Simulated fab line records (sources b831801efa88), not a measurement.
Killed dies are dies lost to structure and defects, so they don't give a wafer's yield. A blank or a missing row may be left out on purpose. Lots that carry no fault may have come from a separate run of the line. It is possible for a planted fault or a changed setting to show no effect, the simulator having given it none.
The tool behind it: which one? | flow gf180mcu | Sampling: 7 lots, 20 wafers, 3 of 602 route steps

WHAT THE GAUGES SHOWED, per wafer
GF_CONTACT_CD_MEAS_14: the cd target is 220 nm.
lot  | measured     | on       | cdNm (nm)
L884 | day 16 07:39 | cdSem-01 | 221.3 221.0 221.3
L886 | day 16 22:59 | cdSem-01 | 218.7 219.3 218.9
L888 | day 17 22:04 | cdSem-01 | 219.6 219.0 218.6
L891 | day 19 01:29 | cdSem-01 | 221.8 220.3 221.2
L893 | day 19 21:10 | cdSem-02 | 219.8 218.5 219.2
L896 | day 21 06:22 | cdSem-01 | 210.1 218.7
L906 | day 24 09:25 | cdSem-01 | 218.7 218.3 218.6

EACH LOT AND THE TOOL THAT RAN IT (in order: tool; ch and the chambers of the sampled wafers; start)
lot  | GF_SAB_ETCH_11                    | GF_CONTACT_EXPOSE_11
L884 | rieDiel-02 ch 1,2,3, day 15 08:50 | krfScanner-01 ch 0, day 15 20:52
L886 | rieDiel-02 ch 1,2, day 15 23:49   | krfScanner-02 ch 0, day 16 11:47
L888 | rieDiel-02 ch 1,2, day 16 21:47   | krfScanner-02 ch 0, day 17 10:49
L891 | rieDiel-04 ch 1,3, day 17 23:47   | krfScanner-01 ch 0, day 18 13:20
L893 | rieDiel-04 ch 1,2,3, day 18 18:34 | krfScanner-02 ch 0, day 19 08:56
L896 | rieDiel-04 ch 0,1, day 20 04:22   | krfScanner-01 ch 0, day 20 18:11
L906 | rieDiel-04 ch 0,2, day 23 09:20   | krfScanner-02 ch 0, day 23 22:07
- GF_SAB_ETCH_11: etches SiO2 in C4F8/O2/Ar, target depth 55 nm, time 8.5 s.
- GF_CONTACT_EXPOSE_11: exposes mask Contact, target cd 220 nm.

THE ANSWER, worked out from the rows above alone
Rule: usual is defined by the lots themselves. The widest of any qualifying gaps counts: lots, ordered by their means at a reading, are off when they make up no more than a third of the lots, leave a main group of 4 or more, and stand apart from it by 3 or more times the standard deviation of that group's means. If all means in a main group match to the digits the tables above print for the reading, that group is not used. Also off: a lot with no number at a reading for which 4 or more lots have one. All remaining lots with rows at the step are treated as sound.
Off: L896, at GF_CONTACT_CD_MEAS_14 (cdNm). Main group: mean 219.7 nm, sd 1.1.
A tool fits if, at a process step before that reading, it ran every lot that is off, and no sound lot after the first of them. Those tools and the gauges at GF_CONTACT_CD_MEAS_14 are tried in the same way. One fits: krfScanner-01 at GF_CONTACT_EXPOSE_11. Its last sound lot is L891 (day 18 13:20), its first lot that is off L896 (day 20 18:11): a fault that began between those two fits.

WHAT THE SIMULATOR HAD INSERTED
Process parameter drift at GF_CONTACT_EXPOSE_11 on krfScanner-01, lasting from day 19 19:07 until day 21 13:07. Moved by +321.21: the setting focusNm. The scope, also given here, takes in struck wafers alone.
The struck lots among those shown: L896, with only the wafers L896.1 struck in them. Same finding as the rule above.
